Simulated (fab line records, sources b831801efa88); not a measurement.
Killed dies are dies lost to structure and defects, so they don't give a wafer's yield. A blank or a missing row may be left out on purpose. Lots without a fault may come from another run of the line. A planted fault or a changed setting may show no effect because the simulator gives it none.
Which tool did it? | flow sky130 | 6 lots, 18 wafers sampled, at 4 steps of a route of 708

WHAT THE GAUGES READ, wafer by wafer
SKY_PAD_OPEN_BOW_MEAS_13.
lot  | measured     | on            | PAD_OPEN_BOW (um)
L643 | day 46 05:58 | film_metro-02 | 63 62 71
L645 | day 46 12:42 | film_metro-04 | 57 51 46
L648 | day 47 14:07 | film_metro-01 | 36 35 32
L651 | day 48 12:55 | film_metro-04 | 41 37 36
L654 | day 49 03:04 | film_metro-04 | 56 61 64
L663 | day 50 15:08 | film_metro-01 | 51 56 50

WHICH TOOL RAN EACH LOT (tool, then ch and the chambers of the sampled wafers, then the start)
lot  | SKY_VIA2_STRIP_16                    | SKY_METAL5_SPUTTER_00        | SKY_METAL5_SPUTTER_03
L643 | plasma_asher-03 ch 0,1, day 36 22:31 | pvd_sputter-04, day 43 10:01 | pvd_sputter-04, day 43 10:07
L645 | plasma_asher-01 ch 0,1, day 37 06:40 | pvd_sputter-01, day 43 16:40 | pvd_sputter-01, day 43 16:46
L648 | plasma_asher-01 ch 0,1, day 38 14:16 | pvd_sputter-01, day 44 20:44 | pvd_sputter-01, day 44 20:50
L651 | plasma_asher-01 ch 0, day 39 19:50   | pvd_sputter-01, day 45 21:36 | pvd_sputter-01, day 45 21:42
L654 | plasma_asher-01 ch 1, day 40 15:29   | pvd_sputter-04, day 46 14:21 | pvd_sputter-04, day 46 14:27
L663 | plasma_asher-04 ch 0,1, day 42 17:26 | pvd_sputter-01, day 48 08:56 | pvd_sputter-01, day 48 09:02
- SKY_VIA2_STRIP_16: strips in O2/N2.
- SKY_METAL5_SPUTTER_00: material Ti, target thk 15 nm, time 10 s.
- SKY_METAL5_SPUTTER_03: material Ti, target thk 5 nm, time 3.3 s.

THE ANSWER, worked out from the rows above alone
Rule: what is usual is taken from the lots themselves. Put in order of their means at a reading, lots are off if they are a third of the lots or fewer, leave a main group of 4 or more, and stand apart from it by a gap of 3 or more times the standard deviation of the main group's means; of several such gaps the widest counts. A main group whose means are all the same, to the digits that the tables above print for the reading, isn't used. A lot without any number at a reading at which 4 lots or more have one is off too. The other lots that the step has rows for count as sound.
No lot is off at any reading shown: from this, nothing can be told.

WHAT THE SIMULATOR HAD PUT IN
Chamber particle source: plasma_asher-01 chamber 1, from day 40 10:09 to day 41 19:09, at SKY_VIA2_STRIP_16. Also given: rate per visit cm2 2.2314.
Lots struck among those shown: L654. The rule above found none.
